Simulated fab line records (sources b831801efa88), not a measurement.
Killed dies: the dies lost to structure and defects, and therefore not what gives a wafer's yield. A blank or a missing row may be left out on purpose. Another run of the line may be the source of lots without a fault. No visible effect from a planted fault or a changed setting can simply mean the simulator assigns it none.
fab line records + flow gf180mcu
record
- lots=13
- wafers=39
- last-day=34
route steps=602 shown VT_IMPLANT@135 NSD@239 PSD@259 SAB@277 CONTACT@292
lots that met no fault: from a run of the same line without faults
start-h: start of the lot's first displayed wafer, in hours after the record's first day + wait-h: how many hours have passed since the lot's step before this one + " same as the row above + L1.1+2: several wafers, shown together as one row + - no value, or no start given + * or withheld: withheld + < > ~ a bound
route shown NAME@n: a module of which the file shows steps, and the number in the route of the first + usual: mean/standard deviation taken from wafers without a fault + same: alike in all rows + chamber/n: place in a boat + sites: readings site by site + _std_site: standard deviation of those values + _edge_site: outer sites' mean less inner sites' + radius-mm: for every site, how far away it sits from the centre of the wafer + mask NAME#n: copy n + behind: the most recent tool/chamber to have shaped the wafer + hold: cause of the lot's hold/its duration in hours/its outcome + device: whichever transistor did not switch (one of n, p or np) + end of line: the route-end tests of the same wafers + a step without rows: its recipe alone + killed: dies that structure and defects cost at the first sort, which is not the same as the wafer's yield + map: dies across one wafer; x = killed, . = not, _ = none there
set.NAME: setting as actually run; set.NAME@STEP: the setting as run at that earlier step + model.NAME: the simulator's own value behind a step, which no gauge read
the route's steps for a sample of lots (tables are steps, rows are wafers)
services: a tool's chamber out of use, with start hour (start-h, from the record's first day; less than 0 if before it), hours out, and reason
## steps
# step GF_VT_IMPLANT_RTA_45
# recipe
- temp-c=1050
- time-s=30
- ambient=N2
# usual
- anneal-temp-c-max=1053.9/0.71
- lamp-power-pct=38.4/1.5
- wafer_temp_C_max=1057.8/1.3
| lot.wafer | tool          | chamber | start-h | wait-h | anneal-temp-c-max | lamp-power-pct | wafer_temp_C_max |
|-----------|---------------|---------|---------|--------|-------------------|----------------|------------------|
| L508.3    | rtp-anneal-01 | 0       | 158.31  | 0.0    | 1053.2            | 36.8           | 1056.7           |
| L508.5    | "             | 0       | "       | "      | 1053.7            | 36.8           | 1054.8           |
| L508.6    | "             | 0       | "       | "      | 1054.3            | 36.8           | 1056.6           |
| L509.1    | rtp-anneal-01 | 0       | 168.47  | 0.0    | 1053.8            | 36.8           | 1057.1           |
| L509.2    | "             | 0       | "       | "      | 1054.9            | 36.8           | 1057.2           |
| L509.5    | "             | 0       | "       | "      | 1053.2            | 36.7           | 1058.3           |
| L511.3    | rtp-anneal-02 | 0       | 179.11  | 0.0    | 1053.7            | 39.8           | 1059.9           |
| L511.5    | "             | 0       | "       | "      | 1054.7            | 39.7           | 1057.6           |
| L511.6    | "             | 0       | "       | "      | 1053.7            | 39.8           | 1058.5           |
| L514.1    | rtp-anneal-02 | 0       | 199.18  | 0.0    | 1053.7            | 39.8           | 1057.7           |
| L514.4    | "             | 0       | "       | "      | 1053.4            | 39.8           | 1061.3           |
| L514.5    | "             | 0       | "       | "      | 1056.0            | 39.8           | 1059.0           |
| L515.1    | rtp-anneal-02 | 0       | 205.68  | 0.0    | 1053.6            | 39.8           | 1055.9           |
| L515.2    | "             | 0       | "       | "      | 1053.4            | 39.8           | 1056.6           |
| L515.4    | "             | 0       | "       | "      | 1053.4            | 39.8           | 1059.8           |
| L518.1    | rtp-anneal-01 | 0       | 224.18  | 0.0    | 1055.6            | 36.8           | 1058.4           |
| L518.2    | "             | 0       | "       | "      | 1052.5            | 36.8           | 1059.6           |
| L518.3    | "             | 0       | "       | "      | 1054.0            | 36.8           | 1058.9           |
| L522.1    | rtp-anneal-01 | 0       | 252.27  | 0.0    | 1054.1            | 36.9           | 1060.5           |
| L522.2    | "             | 0       | "       | "      | 1053.7            | 36.8           | 1056.5           |
| L522.3    | "             | 0       | "       | "      | 1053.7            | 36.8           | 1057.4           |
| L523.1    | rtp-anneal-01 | 0       | 255.82  | 0.0    | 1053.4            | 36.8           | 1055.6           |
| L523.2    | "             | 0       | "       | "      | 1054.0            | 36.7           | 1057.6           |
| L523.6    | "             | 0       | "       | "      | 1052.6            | 36.8           | 1059.3           |
| L524.1    | rtp-anneal-02 | 0       | 262.72  | 0.0    | 1054.8            | 39.8           | 1059.0           |
| L524.3    | "             | 0       | "       | "      | 1053.4            | 39.8           | 1056.2           |
| L524.6    | "             | 0       | "       | "      | 1054.1            | 39.8           | 1056.0           |
| L525.1    | rtp-anneal-02 | 0       | 271.18  | 0.0    | 1055.2            | 39.8           | 1057.2           |
| L525.2    | "             | 0       | "       | "      | 1054.8            | 39.7           | 1056.9           |
| L525.5    | "             | 0       | "       | "      | 1054.2            | 39.7           | 1057.6           |
| L527.3    | rtp-anneal-02 | 0       | 284.85  | 0.0    | 1054.2            | 39.8           | 1059.3           |
| L527.5    | "             | 0       | "       | "      | 1053.6            | 39.8           | 1058.5           |
| L527.6    | "             | 0       | "       | "      | 1054.1            | 39.8           | 1058.3           |
| L528.1    | rtp-anneal-02 | 0       | 288.28  | 0.0    | 1054.9            | 39.8           | 1056.4           |
| L528.2    | "             | 0       | "       | "      | 1054.0            | 39.8           | 1060.8           |
| L528.5    | "             | 0       | "       | "      | 1053.3            | 39.7           | 1057.6           |
| L531.1    | rtp-anneal-01 | 0       | 312.82  | 0.0    | 1054.0            | 36.8           | 1058.9           |
| L531.2    | "             | 0       | "       | "      | 1054.7            | 36.8           | 1057.8           |
| L531.4    | "             | 0       | "       | "      | 1053.6            | 36.8           | 1057.5           |
# step GF_NSD_EXPOSE_04
# recipe
- mask-id=Nplus
- target-cd-nm=400
- na=0.6
- source-shape=conventional
- sigma-outer=0.6
- dose-mj=140
| lot.wafer  | tool             | chamber | start-h | wait-h | mask    |
|------------|------------------|---------|---------|--------|---------|
| L508.3+5+6 | iline-stepper-01 | 0       | 287.74  | -      | Nplus#0 |
| L509.1+2+5 | iline-stepper-01 | 0       | 300.77  | -      | Nplus#0 |
| L511.3+5+6 | iline-stepper-02 | 0       | 312.95  | -      | Nplus#0 |
| L514.1+4+5 | iline-stepper-02 | 0       | 343.15  | -      | Pplus#0 |
| L515.1+2+4 | iline-stepper-02 | 0       | 352.78  | -      | Nplus#0 |
| L518.1+2+3 | iline-stepper-01 | 0       | 367.38  | -      | Nplus#0 |
| L522.1+2+3 | iline-stepper-01 | 0       | 403.15  | -      | Nplus#0 |
| L523.1+2+6 | iline-stepper-02 | 0       | 411.06  | -      | Nplus#0 |
| L524.1+3+6 | iline-stepper-01 | 0       | 415.91  | -      | Nplus#0 |
| L525.1+2+5 | iline-stepper-01 | 0       | 423.78  | -      | Nplus#0 |
| L527.3+5+6 | iline-stepper-01 | 0       | 446.11  | -      | Nplus#0 |
| L528.1+2+5 | iline-stepper-02 | 0       | 454.70  | -      | Nplus#0 |
| L531.1+2+4 | iline-stepper-02 | 0       | 481.89  | -      | Nplus#0 |
# step GF_NSD_CD_MEAS_07
# recipe
- target-cd-nm=400
# usual
- cd-nm=400.1/2.8
| lot.wafer | tool      | chamber | start-h | wait-h | cd-nm |
|-----------|-----------|---------|---------|--------|-------|
| L508.3    | cd-sem-01 | -       | 297.42  | 0.1    | 396.3 |
| L508.5    | "         | -       | "       | "      | 396.5 |
| L508.6    | "         | -       | "       | "      | 398.7 |
| L509.1    | cd-sem-01 | -       | 310.89  | 0.1    | 401.9 |
| L509.2    | "         | -       | "       | "      | 401.5 |
| L509.5    | "         | -       | "       | "      | 400.3 |
| L511.3    | cd-sem-02 | -       | 322.67  | 0.1    | 401.4 |
| L511.5    | "         | -       | "       | "      | 403.3 |
| L511.6    | "         | -       | "       | "      | 401.0 |
| L514.1    | cd-sem-02 | -       | 353.43  | 0.1    | -     |
| L514.4    | "         | -       | "       | "      | -     |
| L514.5    | "         | -       | "       | "      | -     |
| L515.1    | cd-sem-01 | -       | 363.63  | 0.1    | 403.0 |
| L515.2    | "         | -       | "       | "      | 402.2 |
| L515.4    | "         | -       | "       | "      | 402.5 |
| L518.1    | cd-sem-01 | -       | 378.03  | 0.1    | 397.9 |
| L518.2    | "         | -       | "       | "      | 400.3 |
| L518.3    | "         | -       | "       | "      | 396.5 |
| L522.1    | cd-sem-02 | -       | 414.23  | 0.1    | 398.1 |
| L522.2    | "         | -       | "       | "      | 400.6 |
| L522.3    | "         | -       | "       | "      | 400.0 |
| L523.1    | cd-sem-02 | -       | 422.28  | 0.1    | 399.9 |
| L523.2    | "         | -       | "       | "      | 399.4 |
| L523.6    | "         | -       | "       | "      | 401.7 |
| L524.1    | cd-sem-01 | -       | 428.03  | 0.1    | 403.4 |
| L524.3    | "         | -       | "       | "      | 401.3 |
| L524.6    | "         | -       | "       | "      | 402.2 |
| L525.1    | cd-sem-02 | -       | 435.52  | 0.1    | 392.3 |
| L525.2    | "         | -       | "       | "      | 393.1 |
| L525.5    | "         | -       | "       | "      | 392.6 |
| L527.3    | cd-sem-02 | -       | 457.82  | 0.1    | 402.6 |
| L527.5    | "         | -       | "       | "      | 404.1 |
| L527.6    | "         | -       | "       | "      | 403.4 |
| L528.1    | cd-sem-01 | -       | 465.67  | 0.1    | 397.5 |
| L528.2    | "         | -       | "       | "      | 397.7 |
| L528.5    | "         | -       | "       | "      | 397.2 |
| L531.1    | cd-sem-02 | -       | 493.57  | 0.1    | 397.0 |
| L531.2    | "         | -       | "       | "      | 397.4 |
| L531.4    | "         | -       | "       | "      | 397.9 |
# step GF_NSD_TW_MEAS_12
# usual
- NSD_TW=4262/65
| lot.wafer | tool          | chamber | start-h | wait-h | NSD_TW |
|-----------|---------------|---------|---------|--------|--------|
| L508.3    | film-metro-02 | -       | 297.95  | 0.1    | 4256   |
| L508.5    | "             | -       | "       | "      | 4247   |
| L508.6    | "             | -       | "       | "      | 4258   |
| L509.1    | film-metro-03 | -       | 311.44  | 0.1    | 4337   |
| L509.2    | "             | -       | "       | "      | 4334   |
| L509.5    | "             | -       | "       | "      | 4355   |
| L511.3    | film-metro-02 | -       | 323.21  | 0.1    | 4228   |
| L511.5    | "             | -       | "       | "      | 4259   |
| L511.6    | "             | -       | "       | "      | 4226   |
| L514.1    | film-metro-02 | -       | 353.98  | 0.1    | 30     |
| L514.4    | "             | -       | "       | "      | 30     |
| L514.5    | "             | -       | "       | "      | 30     |
| L515.1    | film-metro-04 | -       | 364.18  | 0.1    | 4236   |
| L515.2    | "             | -       | "       | "      | 4238   |
| L515.4    | "             | -       | "       | "      | 4209   |
| L518.1    | film-metro-02 | -       | 378.58  | 0.1    | 4285   |
| L518.2    | "             | -       | "       | "      | 4282   |
| L518.3    | "             | -       | "       | "      | 4281   |
| L522.1    | film-metro-03 | -       | 414.79  | 0.1    | 4310   |
| L522.2    | "             | -       | "       | "      | 4313   |
| L522.3    | "             | -       | "       | "      | 4327   |
| L523.1    | film-metro-04 | -       | 422.84  | 0.1    | 4158   |
| L523.2    | "             | -       | "       | "      | 4151   |
| L523.6    | "             | -       | "       | "      | 4164   |
| L524.1    | film-metro-04 | -       | 428.59  | 0.1    | 4156   |
| L524.3    | "             | -       | "       | "      | 4172   |
| L524.6    | "             | -       | "       | "      | 4141   |
| L525.1    | film-metro-02 | -       | 436.08  | 0.1    | 4225   |
| L525.2    | "             | -       | "       | "      | 4202   |
| L525.5    | "             | -       | "       | "      | 4203   |
| L527.3    | film-metro-02 | -       | 458.36  | 0.1    | 4205   |
| L527.5    | "             | -       | "       | "      | 4209   |
| L527.6    | "             | -       | "       | "      | 4212   |
| L528.1    | film-metro-02 | -       | 466.23  | 0.1    | 4221   |
| L528.2    | "             | -       | "       | "      | 4203   |
| L528.5    | "             | -       | "       | "      | 4222   |
| L531.1    | film-metro-04 | -       | 494.13  | 0.1    | 4136   |
| L531.2    | "             | -       | "       | "      | 4136   |
| L531.4    | "             | -       | "       | "      | 4130   |
# step GF_PSD_TW_MEAS_11
# usual
- PSD_TW=3176/55
| lot.wafer | tool          | chamber | start-h | wait-h | PSD_TW |
|-----------|---------------|---------|---------|--------|--------|
| L508.3    | film-metro-03 | -       | 318.37  | 0.2    | 3254   |
| L508.5    | "             | -       | "       | "      | 3254   |
| L508.6    | "             | -       | "       | "      | 3250   |
| L509.1    | film-metro-04 | -       | 331.38  | 0.1    | 3154   |
| L509.2    | "             | -       | "       | "      | 3152   |
| L509.5    | "             | -       | "       | "      | 3165   |
| L511.3    | film-metro-02 | -       | 345.89  | 0.1    | 3186   |
| L511.5    | "             | -       | "       | "      | 3199   |
| L511.6    | "             | -       | "       | "      | 3177   |
| L514.1    | film-metro-04 | -       | 376.28  | 0.1    | 4248   |
| L514.4    | "             | -       | "       | "      | 4258   |
| L514.5    | "             | -       | "       | "      | 4229   |
| L515.1    | film-metro-02 | -       | 386.82  | 0.1    | 3191   |
| L515.2    | "             | -       | "       | "      | 3202   |
| L515.4    | "             | -       | "       | "      | 3182   |
| L518.1    | film-metro-04 | -       | 402.09  | 0.1    | 3107   |
| L518.2    | "             | -       | "       | "      | 3117   |
| L518.3    | "             | -       | "       | "      | 3106   |
| L522.1    | film-metro-04 | -       | 439.39  | 0.1    | 3103   |
| L522.2    | "             | -       | "       | "      | 3107   |
| L522.3    | "             | -       | "       | "      | 3102   |
| L523.1    | film-metro-04 | -       | 447.64  | 0.1    | 3108   |
| L523.2    | "             | -       | "       | "      | 3108   |
| L523.6    | "             | -       | "       | "      | 3102   |
| L524.1    | film-metro-03 | -       | 453.19  | 0.1    | 3256   |
| L524.3    | "             | -       | "       | "      | 3235   |
| L524.6    | "             | -       | "       | "      | 3266   |
| L525.1    | film-metro-04 | -       | 460.59  | 0.1    | 3099   |
| L525.2    | "             | -       | "       | "      | 3097   |
| L525.5    | "             | -       | "       | "      | 3122   |
| L527.3    | film-metro-02 | -       | 482.50  | 0.1    | 3149   |
| L527.5    | "             | -       | "       | "      | 3156   |
| L527.6    | "             | -       | "       | "      | 3162   |
| L528.1    | film-metro-02 | -       | 490.18  | 0.1    | 3147   |
| L528.2    | "             | -       | "       | "      | 3164   |
| L528.5    | "             | -       | "       | "      | 3152   |
| L531.1    | film-metro-03 | -       | 518.12  | 0.1    | 3276   |
| L531.2    | "             | -       | "       | "      | 3256   |
| L531.4    | "             | -       | "       | "      | 3265   |
# step GF_SAB_STRIP_13
# recipe
- chemistry=O2/N2
- power-w=1400
- pressure-mtorr=1500
- platen-temp-c=250
- o2-flow-sccm=3000
- n2-flow-sccm=300
- overash-fraction=0.5
# usual
- drypump-motor-current-A=5.7/0.48
- heater-power-w=325/40
- oes-product-au=0.709/0.0046
- strip-time-to-endpoint-s=12.62/0.034
| lot.wafer | tool            | chamber | start-h | wait-h | drypump-motor-current-A | heater-power-w | oes-product-au | rf-hours-counter-h | strip-time-to-endpoint-s |
|-----------|-----------------|---------|---------|--------|-------------------------|----------------|----------------|--------------------|--------------------------|
| L508.3    | plasma-asher-04 | 0       | 340.86  | 0.0    | 5.9                     | 296            | 0.720          | -                  | 12.66                    |
| L508.5    | "               | 0       | "       | "      | 5.9                     | 293            | 0.708          | -                  | 12.65                    |
| L508.6    | "               | 1       | "       | "      | 6.0                     | 380            | 0.707          | -                  | 12.67                    |
| L509.1    | plasma-asher-04 | 1       | 352.62  | 0.0    | 6.0                     | 386            | 0.703          | 54                 | 12.59                    |
| L509.2    | "               | 0       | "       | "      | 5.9                     | 294            | 0.703          | 54                 | 12.57                    |
| L509.5    | "               | 0       | "       | "      | 5.9                     | 299            | 0.703          | -                  | 12.60                    |
| L511.3    | plasma-asher-04 | 0       | 369.26  | 0.0    | 5.9                     | 281            | 0.706          | -                  | 12.64                    |
| L511.5    | "               | 1       | "       | "      | 6.0                     | 384            | 0.706          | -                  | 12.63                    |
| L511.6    | "               | 0       | "       | "      | 5.9                     | 292            | 0.707          | -                  | 12.70                    |
| L514.1    | plasma-asher-04 | 0       | 398.98  | 0.0    | 5.9                     | 290            | 0.709          | 59                 | 12.62                    |
| L514.4    | "               | 0       | "       | "      | 5.9                     | 292            | 0.704          | -                  | 12.57                    |
| L514.5    | "               | 1       | "       | "      | 6.0                     | 381            | 0.710          | -                  | 12.57                    |
| L515.1    | plasma-asher-02 | 0       | 410.87  | 0.0    | 6.4                     | 352            | 0.705          | 75                 | 12.59                    |
| L515.2    | "               | 1       | "       | "      | 4.7                     | 287            | 0.708          | 75                 | 12.62                    |
| L515.4    | "               | 0       | "       | "      | 6.4                     | 350            | 0.715          | -                  | 12.64                    |
| L518.1    | plasma-asher-04 | 0       | 426.65  | 0.0    | 5.9                     | 298            | 0.707          | 63                 | 12.60                    |
| L518.2    | "               | 1       | "       | "      | 6.0                     | 372            | 0.708          | 63                 | 12.59                    |
| L518.3    | "               | 0       | "       | "      | 5.9                     | 284            | 0.701          | -                  | 12.58                    |
| L522.1    | plasma-asher-01 | 1       | 463.86  | 0.0    | 5.4                     | 301            | 0.707          | 36                 | 12.58                    |
| L522.2    | "               | 0       | "       | "      | 5.7                     | 344            | 0.710          | 36                 | 12.59                    |
| L522.3    | "               | 0       | "       | "      | 5.7                     | 348            | 0.706          | -                  | 12.57                    |
| L523.1    | plasma-asher-04 | 1       | 472.33  | 0.0    | 6.0                     | 376            | 0.709          | 68                 | 12.63                    |
| L523.2    | "               | 0       | "       | "      | 5.9                     | 289            | 0.700          | 68                 | 12.62                    |
| L523.6    | "               | 0       | "       | "      | 5.9                     | 291            | 0.711          | -                  | 12.61                    |
| L524.1    | plasma-asher-01 | 1       | 477.47  | 0.0    | 5.4                     | 296            | 0.703          | 37                 | 12.60                    |
| L524.3    | "               | 0       | "       | "      | 5.7                     | 344            | 0.707          | -                  | 12.62                    |
| L524.6    | "               | 0       | "       | "      | 5.7                     | 358            | 0.709          | -                  | 12.63                    |
| L525.1    | plasma-asher-04 | 0       | 485.53  | 0.0    | 5.9                     | 294            | 0.708          | 69                 | 12.63                    |
| L525.2    | "               | 1       | "       | "      | 6.0                     | 379            | 0.712          | 69                 | 12.57                    |
| L525.5    | "               | 0       | "       | "      | 5.9                     | 293            | 0.716          | -                  | 12.60                    |
| L527.3    | plasma-asher-01 | 0       | 507.23  | 0.0    | 5.7                     | 343            | 0.712          | -                  | 12.65                    |
| L527.5    | "               | 0       | "       | "      | 5.7                     | 350            | 0.702          | -                  | 12.63                    |
| L527.6    | "               | 1       | "       | "      | 5.4                     | 298            | 0.704          | -                  | 12.61                    |
| L528.1    | plasma-asher-02 | 1       | 513.92  | 0.0    | 4.7                     | 268            | 0.713          | 9                  | 12.60                    |
| L528.2    | "               | 0       | "       | "      | 6.4                     | 357            | 0.713          | 9                  | 12.61                    |
| L528.5    | "               | 1       | "       | "      | 4.7                     | 278            | 0.713          | -                  | 12.65                    |
| L531.1    | plasma-asher-02 | 1       | 542.12  | 0.0    | 4.7                     | 266            | 0.714          | 12                 | 12.61                    |
| L531.2    | "               | 0       | "       | "      | 6.4                     | 355            | 0.704          | 12                 | 12.63                    |
| L531.4    | "               | 1       | "       | "      | 4.7                     | 276            | 0.703          | -                  | 12.65                    |
# step GF_CONTACT_BOW_MEAS_05
# recipe
- mode=bow
# usual
- CONTACT_BOW=64/6.6
| lot.wafer | tool          | chamber | start-h | wait-h | CONTACT_BOW[um] |
|-----------|---------------|---------|---------|--------|-----------------|
| L508.3    | film-metro-03 | -       | 342.11  | 0.2    | 67              |
| L508.5    | "             | -       | "       | "      | 55              |
| L508.6    | "             | -       | "       | "      | 58              |
| L509.1    | film-metro-01 | -       | 353.87  | 0.2    | 66              |
| L509.2    | "             | -       | "       | "      | 60              |
| L509.5    | "             | -       | "       | "      | 63              |
| L511.3    | film-metro-01 | -       | 370.57  | 0.2    | 60              |
| L511.5    | "             | -       | "       | "      | 62              |
| L511.6    | "             | -       | "       | "      | 68              |
| L514.1    | film-metro-04 | -       | 400.25  | 0.2    | 60              |
| L514.4    | "             | -       | "       | "      | 63              |
| L514.5    | "             | -       | "       | "      | 68              |
| L515.1    | film-metro-03 | -       | 412.12  | 0.1    | 73              |
| L515.2    | "             | -       | "       | "      | 79              |
| L515.4    | "             | -       | "       | "      | 70              |
| L518.1    | film-metro-01 | -       | 427.89  | 0.2    | 60              |
| L518.2    | "             | -       | "       | "      | 73              |
| L518.3    | "             | -       | "       | "      | 72              |
| L522.1    | film-metro-01 | -       | 465.25  | 0.2    | 68              |
| L522.2    | "             | -       | "       | "      | 77              |
| L522.3    | "             | -       | "       | "      | 55              |
| L523.1    | film-metro-04 | -       | 473.59  | 0.1    | 71              |
| L523.2    | "             | -       | "       | "      | 57              |
| L523.6    | "             | -       | "       | "      | 61              |
| L524.1    | film-metro-01 | -       | 478.83  | 0.1    | 53              |
| L524.3    | "             | -       | "       | "      | 53              |
| L524.6    | "             | -       | "       | "      | 67              |
| L525.1    | film-metro-01 | -       | 486.78  | 0.1    | 56              |
| L525.2    | "             | -       | "       | "      | 72              |
| L525.5    | "             | -       | "       | "      | 60              |
| L527.3    | film-metro-03 | -       | 508.50  | 0.1    | 64              |
| L527.5    | "             | -       | "       | "      | 62              |
| L527.6    | "             | -       | "       | "      | 60              |
| L528.1    | film-metro-04 | -       | 515.20  | 0.2    | 57              |
| L528.2    | "             | -       | "       | "      | 66              |
| L528.5    | "             | -       | "       | "      | 67              |
| L531.1    | film-metro-01 | -       | 543.44  | 0.2    | 64              |
| L531.2    | "             | -       | "       | "      | 70              |
| L531.4    | "             | -       | "       | "      | 54              |
## services
| tool             | chamber | start-h | hours | kind        |
|------------------|---------|---------|-------|-------------|
| plasma-asher-04  | -       | 141.80  | 3.8   | repair      |
| iline-stepper-01 | -       | 145.43  | 1.7   | pm          |
| iline-stepper-01 | 0       | 201.50  | -     | calibration |
| iline-stepper-01 | -       | 202.49  | 8.5   | repair      |
| plasma-asher-01  | -       | 214.95  | 0.4   | repair      |
| iline-stepper-02 | -       | 222.70  | 4.4   | pm          |
| plasma-asher-04  | -       | 226.56  | 9.7   | repair      |
| iline-stepper-02 | -       | 228.65  | 1.7   | pm          |
| plasma-asher-02  | -       | 239.79  | 4.1   | repair      |
| rtp-anneal-02    | -       | 263.69  | 4.0   | pm          |
| rtp-anneal-01    | -       | 288.19  | 5.9   | pm          |
| plasma-asher-04  | -       | 306.73  | 2.8   | pm          |
| plasma-asher-01  | -       | 339.92  | 7.9   | repair      |
| rtp-anneal-01    | -       | 357.45  | 2.7   | pm          |
| iline-stepper-01 | -       | 363.61  | 1.7   | pm          |
| plasma-asher-02  | -       | 374.75  | 2.8   | pm          |
| plasma-asher-02  | -       | 380.45  | 3.6   | repair      |
| plasma-asher-02  | -       | 387.60  | 4.4   | repair      |
| plasma-asher-02  | -       | 397.33  | 5.2   | repair      |
| plasma-asher-02  | -       | 421.25  | 9.0   | pm          |
| iline-stepper-02 | -       | 446.83  | 1.7   | pm          |
| plasma-asher-04  | -       | 451.78  | 1.6   | repair      |
| iline-stepper-01 | -       | 475.03  | 5.1   | repair      |
| iline-stepper-01 | -       | 531.94  | 4.4   | pm          |
## key
first-sign
- step=GF_NSD_EXPOSE_04
- reading=mask
- direction=changed
effect
- step=GF_NSD_CD_MEAS_07
- reading=cd-nm
- direction=missing
effect
- step=GF_NSD_TW_MEAS_12
- reading=NSD_TW
- direction=down
- sigmas=65
- usual=4262
- struck=30
effect
- step=GF_PSD_TW_MEAS_11
- reading=PSD_TW
- direction=up
- sigmas=20
- usual=3176
- struck=4245
met-at GF_NSD_EXPOSE_04
struck-lots L514
sort-left-out L514.1,L514.4,L514.5
tester-left-out L514
not-acting-at GF_VT_IMPLANT_RTA_45,GF_SAB_STRIP_13,GF_CONTACT_BOW_MEAS_05
onset-between 312.95 343.15
fault
- kind=wrong-mask
- tool=any
- chamber=-
- onset-h=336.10
- steps=GF_NSD_EXPOSE_04
- aux-copy=Pplus#0
- scope=struck-lots-only
# tester-left-out: of these lots the tester's yield and bins aren't shown, on N5 and GAA mostly nor the transistor test; their killed dies are dies lost to structure and defects alone, not to doping, threshold or leakage, so they don't give the yield
# sort-left-out: the simulated sort isn't trusted on such a fault, so these wafers' sort isn't shown, and their yield isn't known
